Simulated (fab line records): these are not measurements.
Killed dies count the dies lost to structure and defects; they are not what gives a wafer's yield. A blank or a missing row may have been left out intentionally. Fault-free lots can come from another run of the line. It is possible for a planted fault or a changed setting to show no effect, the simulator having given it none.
Code-filled problem report in 8D (eight disciplines) form ; flow gf180mcu ; the parts of the form that need people (team, actions taken, sign-off) are left out

1. THE ISSUE
Mean MVPSD_RS at GF_VT_IMPLANT_RS_MEAS_49: 1191 ohm/sq over 6 wafers in 2 lots; fault-free wafers: 1166 ohm/sq, standard deviation 3.2. Measured from the usual mean, that is +7.8 standard deviations.
The step: measures by four-point-probe.
The first sign was on wafer L220.2 at day 12 16:38, on filmMetro-04. The record has a number at this step for 39 wafers belonging to 13 lots. By rule, "out" or "out of limits" means more than 4 standard deviations away from the usual mean. The other wafers with a number count as sound.

2. WHAT IT IS; WHAT IT IS NOT
question;is;is not
which readings at this step;MVPSD_RS;-
which lots;L220, L221;L202, L203, L204, L209, L210, L211, L212, L214, L215, L224, L225
which wafers of those lots;all that have a number;-
read on which gauges;filmMetro-02, filmMetro-04;filmMetro-01
when;from day 12 16:38;"up to then (27 sound wafers); but 6 sound wafers of L224, L225 came after"

3. SUSPECTS, AND WHAT RULES EACH OUT
Counting: a tool at a process step up to the reading stays a suspect if it ran every lot that is out and no sound lot after the first of them.
- the gauge at GF_VT_IMPLANT_RS_MEAS_49 is ruled out. Those wafers that are out were read across 2 gauges (filmMetro-02, filmMetro-04).
- implanter-03 at GF_MVPSD_IMPLANT_08: kept. It ran every lot that is out, first L220 (day 9 13:14), and no sound lot after that; its last sound lot up to then is L215 (day 8 06:40). Its own readings are out on those wafers: beamEnergyKeV.
Remaining after the count: implanter-03 at GF_MVPSD_IMPLANT_08.

4. THE CAUSE (what the simulator had put in)
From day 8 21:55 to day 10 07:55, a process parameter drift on implanter-03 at GF_MVPSD_IMPLANT_08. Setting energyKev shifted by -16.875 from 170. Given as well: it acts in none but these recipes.
This tool alone remained once counting was done.

5. SEQUENCE OF EFFECTS, ordered by route
Each row: a reading whose mean over the struck wafers that have a number lies more than 3 standard deviations from the usual. Readings are gone through only where the record gives a usual standard deviation; hours: the median, over the lots, of the time from a lot's start at the first step in this table giving one to that lot's start at this step; sigmas: the change measured in usual standard deviations.
hours;step;reading;usual;on struck wafers;change;sigmas
0;GF_MVPSD_IMPLANT_08;beamEnergyKeV;170.01;153.08;-16.93;-99 or more
76;GF_VT_IMPLANT_RS_MEAS_49;MVPSD_RS;1166 ohm/sq;1191;+25;+7.8
Here are the process steps it includes:
- GF_MVPSD_IMPLANT_08

6. WHAT WOULD HAVE CAUGHT IT SOONER
In this record the first reading out of limits at a measuring or inspecting step was taken at day 12 16:38, 91 hours after the fault began at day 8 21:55.
Tool's own readings at GF_MVPSD_IMPLANT_08, beamEnergyKeV: out on all struck wafers the step has rows for; an alarm limit on them would have tripped on the first.
The start of GF_MVPSD_IMPLANT_08 on implanter-03 came by day 12 16:38 for every one of the lots that are out (2). Holding the tool at that point would not have protected any of them.
